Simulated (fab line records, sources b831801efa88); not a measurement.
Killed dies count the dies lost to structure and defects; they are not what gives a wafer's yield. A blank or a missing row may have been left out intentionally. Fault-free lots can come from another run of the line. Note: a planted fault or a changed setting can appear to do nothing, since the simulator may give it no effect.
Comparing a struck lot with a sound one	flow sky130	35 out of 708 route steps
Sound: wafers L505.3, L505.4, L505.6. Wafers struck: L515.2, L515.4, L515.5. The cause is named last.
Per side, at each step with rows, come the tool, then ch with its chambers, and then its first start. Under that, the readings that differ: sound wafers	struck wafers	difference of the means	sigmas: that difference in standard deviations of wafers without a fault.
alike: a reading whose means differ by less than 2 such deviations, as well as words and numbers matching on both sides. not compared: withheld readings; readings where some wafer has no value; bounds like >300 that might hide an equal value; numbers whose values overlap and for which the record gives no deviation.
Wherever a step has rows on one side only, a row that says differs or no value, or a row with sigmas, the two part there. Numbers that don't overlap but have no deviation are shown without sigmas and don't part them. A reading missing from all wafers of one side parts the sides only when that side holds two or more wafers.

first, 8 steps without rows for these wafers: SKY_CAP2M_SPUTTER_02 (material TiN, target thk 200 nm, time 166.7 s); SKY_CAP2M_DEHYDRATE_05 (time 60 s); SKY_CAP2M_HMDS_06 (prime time 60 s); SKY_CAP2M_COAT_07 (resist thk 1140 nm); SKY_CAP2M_SOFTBAKE_08 (time 60 s); SKY_CAP2M_EXPOSE_09 (exposes mask CAP2M, target cd 1000 nm); SKY_CAP2M_PEB_10; SKY_CAP2M_DEVELOP_11 (develop time 60 s).
SKY_CAP2M_METAL_ETCH_13: etches TiN in Cl2/BCl3, stops on SiO2, target depth 220 nm, time 62.9 s.
  sound on rie_metal-04 ch 0,1, day 41 11:47; struck on rie_metal-01 ch 1, day 44 04:32
reading	sound	struck	difference	sigmas
drypump_motor_current_A (A)	5.2 5.1 5.3	6.0 5.9 5.9	+0.7	+2
  alike: oes_product_au, throttle_valve_pct
  not compared: rf_hours_counter_h
then, 25 steps without rows for these wafers: SKY_CAP2M_STRIP_14 (strips in O2/N2); SKY_CAP2M_STRIP_15 (strips in post etch residue remover, time 1200 s); SKY_CAP2M_CLEAN_16 (cleans in IPA, time 180 s); SKY_CAP2M_CLEAN_17 (cleans in O3/DIW); SKY_METAL4_DEHYDRATE_05 (time 60 s); SKY_METAL4_HMDS_06 (prime time 60 s); SKY_METAL4_COAT_07 (resist thk 60 nm); SKY_METAL4_COAT_08 (resist thk 1140 nm); SKY_METAL4_SOFTBAKE_09 (time 90 s); SKY_METAL4_EXPOSE_10 (exposes mask MM4, target cd 300 nm); SKY_METAL4_PEB_11; SKY_METAL4_DEVELOP_12 (develop time 60 s); SKY_METAL4_DESCUM_15 (chemistry O2, time 8 s); SKY_METAL4_ETCH_16 (etches BARC in N2/H2, stops on SiO2, time 88.2 s, target depth 60 nm); SKY_METAL4_ETCH_17 (etches SiO2 in C4F8/O2/Ar, stops on TiN, time 3.9 s, target depth 15 nm); SKY_METAL4_METAL_ETCH_18 (etches the open film in Cl2/BCl3, stops on SiO2, target depth 845 nm, time 183.1 s); SKY_METAL4_STRIP_19 (strips in O2/N2); SKY_METAL4_STRIP_20 (strips in post etch residue remover, time 1200 s); SKY_METAL4_CLEAN_21 (cleans in IPA, time 180 s); SKY_METAL4_CLEAN_22 (cleans in O3/DIW); SKY_VIA4_HDPCVD_00 (deposits SiO2, target thk 1750 nm, time 291.7 s); SKY_VIA4_CMP_02 (polishes SiO2); SKY_VIA4_DEHYDRATE_04 (time 60 s); SKY_VIA4_HMDS_05 (prime time 60 s); SKY_VIA4_COAT_06 (resist thk 1140 nm).
-- the record jumps here: 5 days lie between the struck wafers' starts before and after (it left off in module VIA4 and takes up again in module PAD_OPEN, whose first step shown is number 708 of the route) --
SKY_PAD_OPEN_PROBE_99:
  struck on prober-02, day 48 17:51; sound on prober-02, day 46 10:50
reading	sound	struck	difference	sigmas
hold	- - -	await_dispo/2.3h/release await_dispo/2.3h/release await_dispo/2.3h/release	no value on the sound wafers	
defect_limited_yield (%)	80.7 87.8 83.5	73.0 72.4 70.5	-12.0	-5
killed_at_other	1 1 0	60 65 60	+61	+99 or more
killed_dies	95 60 81	133 136 145	+59	+5
sort_bin_3_pad_short (%)	1.2 0.6 0.6	3.7 3.9 4.3	+3.2	+8
sort_bin_5_function (%)	11.4 8.7 10.2	18.5 19.5 18.1	+8.6	+5
sort_n_pass	397 432 411	359 356 347	-59	-5
sort_yield_pct (%)	80.7 87.8 83.5	73.0 72.4 70.5	-12.0	-5
model.etest.tester.sort_n_pass	397 432 411	359 356 347	-59	
model.etest.tester.sort_yield_pct (%)	80.69 87.8 83.54	72.97 72.36 70.53	-12.06	
model.etest.tester.sort_bin_5_pct (%)	11.38 8.74 10.16	18.5 19.51 18.09	+8.6	
model.etest.tester.sort_bin_3_pct (%)	1.22 0.6098 0.6098	3.659 3.862 4.268	+3.116	
  alike: killed_at_M0_to_M3, killed_at_M4_up, killed_at_contacts, killed_at_front_end, killed_open, killed_short, sort_bin_6_memory

## WHERE THEY PART
At SKY_CAP2M_METAL_ETCH_13 first; at SKY_PAD_OPEN_PROBE_99 last (within this record only).

WHY: what the simulator had put in
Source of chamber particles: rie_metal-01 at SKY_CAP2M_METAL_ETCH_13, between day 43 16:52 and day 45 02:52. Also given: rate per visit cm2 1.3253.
